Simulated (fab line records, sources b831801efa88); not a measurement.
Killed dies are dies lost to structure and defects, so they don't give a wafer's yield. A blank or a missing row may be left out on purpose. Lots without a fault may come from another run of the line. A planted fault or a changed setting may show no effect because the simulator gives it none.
Chamber matching | flow gf180mcu | GF_POLY_GATE_ETCH_13 on rie_si-01: 4 sister chambers
The step etches poly-Si in HBr/Cl2, stops on SiO2, target depth 198.5 nm, time 69.6 s. 14 wafers are shown with their chamber, then 7 later ones without.

WAFERS WITH THEIR CHAMBER
wafer  | chamber | drypump_motor_current_A (A) | he_backside_leak_sccm (sccm) | oes_product_au (a.u.)
L915.1 | 3       | 6.8                         | 2.83                         | 0.979
L915.3 | 1       | 6.1                         | 2.67                         | 0.990
L915.6 | 3       | 6.8                         | 2.82                         | 0.986
L920.3 | 2       | 5.4                         | 2.67                         | 0.996
L920.5 | 2       | 5.4                         | 2.66                         | 1.011
L920.6 | 3       | 6.7                         | 2.92                         | 0.999
L923.1 | 2       | 5.4                         | 2.66                         | 1.000
L923.3 | 3       | 6.8                         | 2.68                         | 0.989
L923.5 | 1       | 6.1                         | 2.68                         | 0.992
L933.3 | 2       | 5.5                         | 2.76                         | 0.993
L933.5 | 3       | 6.7                         | 2.74                         | 0.976
L933.6 | 2       | 5.5                         | 2.72                         | 0.993
L934.1 | 3       | 6.8                         | 2.72                         | 0.979
L934.3 | 0       | 5.1                         | 2.93                         | 0.985

SIGNATURES (means of the wafers above)
reading                 | chamber 0 | chamber 1 | chamber 2 | chamber 3 | scatter within a chamber
drypump_motor_current_A | 5.100     | 6.100     | 5.440     | 6.767     | 0.0503
he_backside_leak_sccm   | 2.9300    | 2.6750    | 2.6940    | 2.7850    | 0.0684
oes_product_au          | 0.98500   | 0.99100   | 0.99860   | 0.98467   | 0.0077
Rule: a wafer's distance from a chamber is the root of the sum, over the readings, of the square of ((its reading less the chamber's mean) divided by the reading's scatter). The wafer belongs to the nearest chamber; if the next one is less than 2 further off, it can't be placed. The scatter: the root of (the sum of the squares of (reading less its chamber's mean) over the shown wafers, divided by (wafers less chambers)).

WAFERS WITHOUT THEIR CHAMBER
wafer  | drypump_motor_current_A (A) | he_backside_leak_sccm (sccm) | oes_product_au (a.u.)
L934.4 | 6.1                         | 2.43                         | 0.980
L935.1 | 5.1                         | 2.97                         | 0.990
L935.5 | 5.1                         | 2.87                         | 0.989
L935.6 | 6.1                         | 2.61                         | 0.992
L938.1 | 6.7                         | 2.80                         | 0.985
L938.2 | 5.1                         | 3.03                         | 0.990
L938.6 | 6.1                         | 2.55                         | 0.988

WHICH CHAMBER EACH WENT THROUGH
wafer  | from the rows above | in truth
L934.4 | 1                   | 1
L935.1 | 0                   | 0
L935.5 | 0                   | 0
L935.6 | 1                   | 1
L938.1 | 3                   | 3
L938.2 | 0                   | 0
L938.6 | 1                   | 1
Placed correctly: 7 of 7. Can't be placed from these rows: 0. Placed wrongly: 0.
